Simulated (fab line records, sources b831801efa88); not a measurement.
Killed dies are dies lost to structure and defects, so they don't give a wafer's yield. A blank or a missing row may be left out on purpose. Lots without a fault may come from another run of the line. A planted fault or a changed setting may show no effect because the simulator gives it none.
Chamber matching | flow gf180mcu | GF_CONTACT_CMP_04 on cmp-02: 4 sister chambers
The step polishes SiO2. 8 wafers are shown with their chamber, then 11 later ones without.

WAFERS WITH THEIR CHAMBER
wafer  | chamber | motor_current_A (A) | time_to_endpoint_s (s)
L822.2 | 0       | 10.9                | 120
L823.5 | 1       | 12.2                | 127
L824.1 | 3       | 12.2                | 106
L824.4 | 1       | 12.2                | 126
L831.1 | 2       | 12.5                | 102
L831.2 | 3       | 12.4                | 90
L831.3 | 0       | 11.4                | 104
L833.2 | 2       | 12.5                | 98

WAFERS WITHOUT THEIR CHAMBER
wafer  | motor_current_A (A) | time_to_endpoint_s (s)
L833.3 | 11.3                | 95
L833.6 | 10.6                | 111
L834.2 | 10.8                | 98
L834.5 | 12.9                | 97
L834.6 | 13.2                | 106
L837.1 | 12.9                | 108
L837.4 | 12.4                | 102
L837.6 | 12.3                | 105
L839.1 | 11.2                | 102
L839.3 | 13.1                | 100
L839.6 | 11.3                | 115

WHICH CHAMBER EACH WENT THROUGH
wafer  | from the rows above          | in truth
L833.3 | 0                            | 0
L833.6 | 0                            | 0
L834.2 | 0                            | 0
L834.5 | can't be placed: 2 or 3      | 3
L834.6 | can't be placed: 2 or 3      | 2
L837.1 | can't be placed: 2 or 3      | 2
L837.4 | can't be placed: 2 or 3      | 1
L837.6 | can't be placed: 3 or 2 or 1 | 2
L839.1 | 0                            | 0
L839.3 | can't be placed: 2 or 3      | 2
L839.6 | 0                            | 0
Placed correctly: 5 of 11. Can't be placed from these rows: 6 (the true chamber is among the candidates in 5). Placed wrongly: 0.
How it was worked out, from the rows above alone: a wafer's distance from a chamber is the root of the sum, over the readings, of the square of ((its reading less the chamber's mean) divided by the reading's scatter). The wafer belongs to the nearest chamber; if the next one is less than 2 further off, it can't be placed. A chamber's mean is the mean of its shown wafers. The scatter: the root of (the sum of the squares of (reading less its chamber's mean) over the shown wafers, divided by (wafers less chambers)).
